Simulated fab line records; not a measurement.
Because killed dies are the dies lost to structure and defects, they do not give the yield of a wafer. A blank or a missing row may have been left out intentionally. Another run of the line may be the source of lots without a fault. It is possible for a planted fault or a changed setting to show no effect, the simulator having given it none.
The tool behind it: which one? -- flow sky130 -- 72 wafers from 24 lots sampled at 5 of the route's 708 steps

== WHAT THE GAUGES SHOWED, per wafer ==
SKY_VIA2_OVL_MEAS_13. Usual: VIA2_OVL typically reads -1 nm, with standard deviation 6.
lot,measured,on,VIA2_OVL (nm),flag
L074,day 36 01:50,overlay-01,1 0 7,
L075,day 36 16:08,overlay-02,3 6 14,
L076,day 37 10:36,overlay-01,9 14 -3,
L077,day 37 19:02,overlay-01,-3 -5 -6,
L079,day 37 23:32,overlay-01,-2 8 4,
L078,day 38 06:38,overlay-02,5 -2 4,
L080,day 38 10:37,overlay-02,-9 2 0,
L081,day 38 23:32,overlay-02,9 10 7,
L082,day 38 23:52,overlay-01,-12 -7 -1,
L083,day 39 01:19,overlay-01,-2 -4 5,
L084,day 39 11:52,overlay-01,-8 -1 -3,
L085,day 39 22:02,overlay-02,-3 9 2,
L086,day 40 03:26,overlay-02,-6 0 10,
L087,day 40 12:11,overlay-02,6 -1 4,
L089,day 40 20:07,overlay-01,-1 -4 -8,
L088,day 40 23:07,overlay-02,-4 -7 -9,
L090,day 41 08:21,overlay-01,-12 -6 -13,
L091,day 41 15:21,overlay-01,0 -4 -7,
L092,day 41 18:12,overlay-01,-1 -11 -7,
L093,day 42 01:26,overlay-01,-2 3 -3,
L094,day 42 11:28,overlay-01,2 -7 1,
L095,day 42 11:47,overlay-02,5 1 -5,
L096,day 42 17:18,overlay-01,9 -4 3,
L097,day 43 03:22,overlay-02,-9 -6 -3,

SKY_VIA4_THK_MEAS_20: measures by xrf. Usual: VIA4_W_THK typically reads 512 nm, with standard deviation 7.6.
lot,measured,on,VIA4_W_THK (nm),flag
L074,day 42 13:25,film_metro-03,511 504 509,
L075,day 43 03:49,film_metro-04,503 497 501,
L076,day 43 20:02,film_metro-03,503 512 508,
L077,day 44 04:21,film_metro-02,505 511 519,
L079,day 44 08:14,film_metro-03,512 502 516,
L078,day 44 14:07,film_metro-02,513 520 525,
L080,day 44 18:00,film_metro-03,503 512 511,
L081,day 45 05:28,film_metro-03,507 513 525,
L082,day 45 05:46,film_metro-04,522 517 497,
L083,day 45 07:46,film_metro-04,493 498 518,
L084,day 45 15:38,film_metro-02,512 516 508,
L085,day 46 00:04,film_metro-02,519 522 509,
L086,day 46 05:28,film_metro-03,518 509 519,
L087,day 46 12:15,film_metro-02,507 505 513,
L089,day 46 18:08,film_metro-03,517 515 513,
L088,day 46 23:11,film_metro-03,515 525 515,
L090,day 47 05:36,film_metro-04,527 508 525,
L091,day 47 11:32,film_metro-03,524 512 537,
L092,day 47 13:36,film_metro-03,500 509 510,
L093,day 47 21:02,film_metro-04,503 497 507,
L094,day 48 05:22,film_metro-03,515 518 519,
L095,day 48 05:58,film_metro-04,510 512 506,
L096,day 48 08:37,film_metro-04,517 506 507,
L097,day 48 16:26,film_metro-04,512 507 514,

== WHICH TOOL RAN EACH LOT (tool, then ch and the chambers of the sampled wafers, then the start) ==
lot,SKY_METAL1_SPUTTER_02,SKY_METAL1_METAL_ETCH_19,SKY_VIA2_SPUTTER_20
L074,"pvd_sputter-02, day 31 11:50","rie_metal-02 ch 0, day 32 14:50","pvd_sputter-03, day 36 02:33"
L075,"pvd_sputter-04, day 32 01:02","rie_metal-01 ch 0,1, day 33 05:17","pvd_sputter-03, day 36 16:52"
L076,"pvd_sputter-04, day 32 21:32","rie_metal-02 ch 0, day 33 23:38","pvd_sputter-03, day 37 11:20"
L077,"pvd_sputter-04, day 33 06:41","rie_metal-02 ch 0, day 34 09:31","pvd_sputter-03, day 37 19:46"
L079,"pvd_sputter-02, day 33 10:55","rie_metal-03 ch 0,1, day 34 13:26","pvd_sputter-01, day 38 00:16"
L078,"pvd_sputter-04, day 33 17:29","rie_metal-01 ch 0,1, day 34 20:04","pvd_sputter-03, day 38 07:23"
L080,"pvd_sputter-04, day 33 22:30","rie_metal-01 ch 0,1, day 35 01:03","pvd_sputter-03, day 38 11:20"
L081,"pvd_sputter-01, day 34 11:04","rie_metal-03 ch 0,1, day 35 13:31","pvd_sputter-03, day 39 00:17"
L082,"pvd_sputter-01, day 34 12:33","rie_metal-02 ch 0, day 35 15:23","pvd_sputter-01, day 39 00:35"
L083,"pvd_sputter-01, day 34 14:11","rie_metal-01 ch 0,1, day 35 16:35","pvd_sputter-03, day 39 02:02"
L084,"pvd_sputter-04, day 35 01:28","rie_metal-02 ch 0, day 36 02:38","pvd_sputter-03, day 39 12:38"
L085,"pvd_sputter-04, day 35 10:11","rie_metal-03 ch 0,1, day 36 12:49","pvd_sputter-02, day 39 22:46"
L086,"pvd_sputter-02, day 35 17:11","rie_metal-02 ch 0,1, day 36 19:08","pvd_sputter-02, day 40 04:11"
L087,"pvd_sputter-01, day 36 02:05","rie_metal-01 ch 0,1, day 37 04:37","pvd_sputter-03, day 40 12:54"
L089,"pvd_sputter-04, day 36 11:56","rie_metal-01 ch 0,1, day 37 14:44","pvd_sputter-01, day 40 20:50"
L088,"pvd_sputter-02, day 36 12:52","rie_metal-02 ch 0,1, day 37 15:21","pvd_sputter-03, day 40 23:52"
L090,"pvd_sputter-04, day 36 23:50","rie_metal-02 ch 0,1, day 38 01:49","pvd_sputter-02, day 41 09:07"
L091,"pvd_sputter-04, day 37 06:38","rie_metal-02 ch 0,1, day 38 08:59","pvd_sputter-01, day 41 16:05"
L092,"pvd_sputter-02, day 37 10:13","rie_metal-02 ch 1, day 38 11:48","pvd_sputter-01, day 41 18:56"
L093,"pvd_sputter-04, day 37 17:48","rie_metal-01 ch 0,1, day 38 19:56","pvd_sputter-03, day 42 02:10"
L094,"pvd_sputter-04, day 38 02:12","rie_metal-01 ch 0,1, day 39 03:57","pvd_sputter-01, day 42 12:11"
L095,"pvd_sputter-04, day 38 03:45","rie_metal-01 ch 0,1, day 39 05:19","pvd_sputter-02, day 42 12:30"
L096,"pvd_sputter-02, day 38 12:11","rie_metal-03 ch 0,1, day 39 13:13","pvd_sputter-02, day 42 18:02"
L097,"pvd_sputter-02, day 38 21:52","rie_metal-01 ch 0,1, day 39 22:53","pvd_sputter-03, day 43 04:07"
- SKY_METAL1_SPUTTER_02: material AlCu, target thk 250 nm, time 13.3 s.
- SKY_METAL1_METAL_ETCH_19: etches the open film in Cl2/BCl3, stops on SiO2, target depth 360 nm, time 78 s.
- SKY_VIA2_SPUTTER_20: material TiN, target thk 20 nm, time 80 s.

== WHAT THE TOOLS THEMSELVES READ (means of the sampled wafers that have a number; where no wafer has one, the mark that the record gives instead) ==
SKY_METAL1_SPUTTER_02. Usual: throttle_valve_pct at 30.7 %, with a standard deviation of 0.69.
lot,tool,throttle_valve_pct (%),flag
L074,pvd_sputter-02,30.4,
L075,pvd_sputter-04,29.9,
L076,pvd_sputter-04,30.6,
L077,pvd_sputter-04,30.2,
L079,pvd_sputter-02,30.7,
L078,pvd_sputter-04,30.2,
L080,pvd_sputter-04,30.4,
L081,pvd_sputter-01,31.3,
L082,pvd_sputter-01,31.5,
L083,pvd_sputter-01,31.1,
L084,pvd_sputter-04,30.6,
L085,pvd_sputter-04,29.9,
L086,pvd_sputter-02,30.6,
L087,pvd_sputter-01,30.9,
L089,pvd_sputter-04,30.7,
L088,pvd_sputter-02,31.0,
L090,pvd_sputter-04,31.0,
L091,pvd_sputter-04,31.1,
L092,pvd_sputter-02,30.9,
L093,pvd_sputter-04,31.3,
L094,pvd_sputter-04,29.9,
L095,pvd_sputter-04,30.5,
L096,pvd_sputter-02,30.8,
L097,pvd_sputter-02,30.6,

SKY_METAL1_METAL_ETCH_19. Usual: bcl3_flow_sccm 30.00 sccm, standard deviation 0.083; drypump_motor_current_A 5.8 A, standard deviation 0.53; oes_product_au 0.853 a.u., standard deviation 0.0054; throttle_valve_pct 22.264 %, standard deviation 0.0098.
lot,tool,bcl3_flow_sccm (sccm),drypump_motor_current_A (A),oes_product_au (a.u.),throttle_valve_pct (%),flag
L074,rie_metal-02,30.01,5.8,0.846,22.256,
L075,rie_metal-01,29.97,6.5,0.852,22.265,
L076,rie_metal-02,29.95,5.8,0.851,22.267,
L077,rie_metal-02,30.03,5.8,0.856,22.259,
L079,rie_metal-03,30.02,5.3,0.849,22.278,
L078,rie_metal-01,29.99,6.4,0.860,22.262,
L080,rie_metal-01,30.04,6.3,0.850,22.261,
L081,rie_metal-03,29.99,5.2,0.860,22.262,
L082,rie_metal-02,30.13,5.7,0.851,22.248,
L083,rie_metal-01,29.94,6.5,0.852,22.273,
L084,rie_metal-02,30.05,5.8,0.855,22.275,
L085,rie_metal-03,29.95,5.3,0.860,22.268,
L086,rie_metal-02,30.14,5.4,0.857,22.267,
L087,rie_metal-01,30.04,6.3,0.858,22.266,
L089,rie_metal-01,29.97,6.4,0.853,22.258,
L088,rie_metal-02,29.97,5.4,0.856,22.263,
L090,rie_metal-02,29.89,5.5,0.851,22.260,
L091,rie_metal-02,29.94,5.5,0.855,22.257,
L092,rie_metal-02,29.99,4.9,0.851,22.268,
L093,rie_metal-01,30.02,6.3,0.858,22.264,
L094,rie_metal-01,29.99,6.4,0.850,22.266,
L095,rie_metal-01,29.98,6.4,0.853,22.270,
L096,rie_metal-03,30.01,5.2,0.849,22.264,
L097,rie_metal-01,29.98,6.3,0.849,22.272,

SKY_VIA2_SPUTTER_20. Usual: throttle_valve_pct at 30.0 %, with a standard deviation of 1.2.
lot,tool,throttle_valve_pct (%),flag
L074,pvd_sputter-03,29.8,
L075,pvd_sputter-03,29.8,
L076,pvd_sputter-03,29.0,
L077,pvd_sputter-03,29.2,
L079,pvd_sputter-01,30.9,
L078,pvd_sputter-03,29.4,
L080,pvd_sputter-03,30.2,
L081,pvd_sputter-03,29.2,
L082,pvd_sputter-01,31.2,
L083,pvd_sputter-03,29.6,
L084,pvd_sputter-03,29.5,
L085,pvd_sputter-02,30.6,
L086,pvd_sputter-02,30.6,
L087,pvd_sputter-03,30.0,
L089,pvd_sputter-01,30.8,
L088,pvd_sputter-03,28.2,
L090,pvd_sputter-02,30.1,
L091,pvd_sputter-01,30.9,
L092,pvd_sputter-01,31.0,
L093,pvd_sputter-03,28.5,
L094,pvd_sputter-01,31.3,
L095,pvd_sputter-02,30.4,
L096,pvd_sputter-02,30.2,
L097,pvd_sputter-03,29.3,

== THE ANSWER, worked out from the rows above alone ==
Rule: take the mean of a lot's wafers that have a number; if it is more than 3 standard deviations from the usual mean, the lot is off. A lot without any number at a reading at which 4 lots or more have one is off too. Any other lot the step has rows for is counted as sound. After the gauges, taken in route order, come the tools' own readings; for these a lot's mean is taken, as printed above. The first step at which some lot is off is used, and at that step the reading that is off furthest; a lot without a number counts as furthest.
Across all readings shown, no lot is off: no conclusion can be drawn from this.

== WHAT WAS PUT IN BY THE SIMULATOR ==
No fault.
